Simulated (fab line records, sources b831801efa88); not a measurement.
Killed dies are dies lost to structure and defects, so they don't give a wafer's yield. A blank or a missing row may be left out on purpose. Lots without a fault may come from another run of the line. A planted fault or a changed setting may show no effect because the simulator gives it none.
A struck lot beside a sound one | flow sky130 | 15 steps out of a route of 708
Sound: wafers L823.1, L823.2, L823.3. Struck: wafer L830.1. (L830.5, L830.6 of the same lot were not struck and are left out.) The cause comes at the end.
At each step with rows: each side's tool, then ch and its chambers, then its first start. Under that, the readings that differ: sound wafers | struck wafers | difference of the means | sigmas: that difference in standard deviations of wafers without a fault.
alike: readings whose means differ by less than 2 such deviations, and words and numbers that are the same on both sides. not compared: withheld readings, readings that some wafer has no value for, bounds like >300 that may hide the same value, and numbers for which the record gives no deviation and whose values overlap.
The two part at a step that has a row with sigmas, a row that says differs or no value, or rows on one side only. Numbers that don't overlap but have no deviation are shown without sigmas and don't part them. A reading that every wafer of one side lacks parts them only if that side has two wafers or more.

SKY_METAL2_STRIP_20: strips in O2/N2.
  sound on plasma_asher-03 ch 0,1, day 36 11:53; struck on plasma_asher-01 ch 0, day 38 19:24
  alike: drypump_motor_current_A, oes_product_au, strip_time_to_endpoint_s
  not compared: rf_hours_counter_h
then, 4 steps without rows for these wafers: SKY_METAL2_STRIP_21 (strips in post etch residue remover, time 1200 s); SKY_METAL2_CLEAN_22 (cleans in IPA, time 180 s); SKY_METAL2_CLEAN_23 (cleans in O3/DIW); SKY_VIA2_HDPCVD_00 (deposits SiO2, target thk 1180 nm, time 196.7 s).
SKY_VIA2_THK_MEAS_01:
  sound on film_metro-03, day 36 12:37; struck on film_metro-02, day 38 20:07
  alike: VIA2_HDPCVD_THK
SKY_VIA2_CMP_02: polishes SiO2.
  sound on cmp-01 ch 0,1,2, day 36 12:40; struck on cmp-01 ch 2, day 38 20:23
  alike: motor_current_A, platen_rpm
SKY_VIA2_BOW_MEAS_03:
  sound on film_metro-04, day 36 12:58; struck on film_metro-02, day 38 20:38
  alike: VIA2_BOW
then, 4 steps without rows for these wafers: SKY_VIA2_DEHYDRATE_04 (time 60 s); SKY_VIA2_HMDS_05 (prime time 60 s); SKY_VIA2_COAT_06 (resist thk 60 nm); SKY_VIA2_COAT_07 (resist thk 450 nm).
SKY_VIA2_SOFTBAKE_08: time 90 s.
  sound on litho_track-03 ch 0, day 37 01:00; struck on litho_track-04 ch 0, day 39 08:00
  reading                  | sound                | struck | difference | sigmas
  heater_power_total_W (W) | 57.28 57.27 57.34    | 57.93  | +0.63      | +6
  run_length_s (s)         | 119.26 119.09 119.00 | 116.05 | -3.07      | -26
  alike: exhaust_pa
  not compared: plate_temp_C
then, 1 step without rows for these wafers: SKY_VIA2_EXPOSE_09 (exposes mask VIM2, target cd 200 nm).
-- the record jumps here: 9 days lie between the struck wafers' starts before and after (it left off in module VIA2 and takes up again in module PAD_OPEN, whose first step shown is number 708 of the route) --
SKY_PAD_OPEN_PROBE_99:
  sound on prober-01, day 46 19:59; struck on prober-01, day 48 14:38
  reading            | sound    | struck | difference | sigmas
  killed_at_M0_to_M3 | 41 43 43 | 60     | +18        | +3
  alike: defect_limited_yield, killed_at_M4_up, killed_at_contacts, killed_at_front_end, killed_at_other, killed_dies, killed_open, killed_short, sort_bin_3_pad_short, sort_bin_5_function, sort_bin_6_memory, sort_n_pass, sort_yield_pct

WHERE THEY PART
First at SKY_VIA2_SOFTBAKE_08; last, within this record, at SKY_PAD_OPEN_PROBE_99.

WHY: what the simulator had put in
Process parameter drift: litho_track-04, from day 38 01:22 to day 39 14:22, at SKY_VIA2_SOFTBAKE_08. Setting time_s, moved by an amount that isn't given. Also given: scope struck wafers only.
